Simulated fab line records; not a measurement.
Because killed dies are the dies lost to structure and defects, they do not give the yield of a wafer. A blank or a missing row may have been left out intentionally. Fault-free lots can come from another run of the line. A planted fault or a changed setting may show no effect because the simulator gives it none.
The same fault as seen by 2 desks	flow sky130	numbers are kept per desk, each desk with only its own; the story behind them comes last

## TOOL OWNER'S DESK, litho_track-04
The tool's own readings at SKY_CONTACT_COAT_08 (resist thk 60 nm): means of the sampled wafers that have a number, for each lot that ran on this tool. A lot is out of limits, marked OUT, if its mean lies more than 4 standard deviations from the usual mean; the brackets give that distance.
Columns: A = dispense_pressure_kPa at SKY_CONTACT_COAT_08, usual 50 kPa; B = spin_speed_rpm at SKY_CONTACT_COAT_08, usual 3000.1 rpm
lot	first seen here	A	B
L973	day 31 00:33	54	3001.3
L976	day 32 05:16	54	3000.0
L979	day 32 23:31	54	2999.6
L981	day 34 12:36	54	2998.4
L982	day 34 15:40	54	2997.5
L992	day 37 00:15	54	2733.7 (-99 or more) OUT
L994	day 37 19:08	54	2738.5 (-99 or more) OUT
This desk finds L992, L994 out of limits, L992 being first, at day 37 00:15 (spin_speed_rpm at SKY_CONTACT_COAT_08). In limits: L973, L976, L979, L981, L982.

## METROLOGY DESK
What the gauges read for every lot (on any tool): the sampled wafers with a number, averaged. A lot is out of limits, marked OUT, if its mean lies more than 4 standard deviations from the usual mean; the brackets give that distance.
Columns: A = CONTACT_OVL at SKY_CONTACT_OVL_MEAS_15, usual 4 nm
lot	first seen here	A
L972	day 31 12:11	5
L973	day 31 14:51	9
L976	day 32 19:19	9
L977	day 33 05:49	7
L978	day 33 12:23	3
L979	day 33 13:45	5
L981	day 35 02:51	3
L980	day 35 03:14	8
L982	day 35 05:33	6
L984	day 35 10:40	-1
L992	day 37 13:19	10
L994	day 38 09:14	6
This desk's verdict: no lot among the 12 shows anything out of limits.

## ALL TOGETHER
At day 37 00:15, on L992, L994, the tool owner's desk was in a position to raise an alarm.
Nothing out of limits was seen by the metrology desk.
The metrology desk holds a record of L992, L994, inside its limits.
Every lot named ran SKY_CONTACT_COAT_08 on litho_track-04.

## WHAT THE SIMULATOR HAD INSERTED
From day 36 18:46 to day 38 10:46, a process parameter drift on litho_track-04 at SKY_CONTACT_COAT_08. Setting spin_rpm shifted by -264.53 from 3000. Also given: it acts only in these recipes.
Shown lots that were struck: L992, L994.
Time in hours from fault onset to the first out-of-limits reading at each desk: the tool owner's desk, 5.
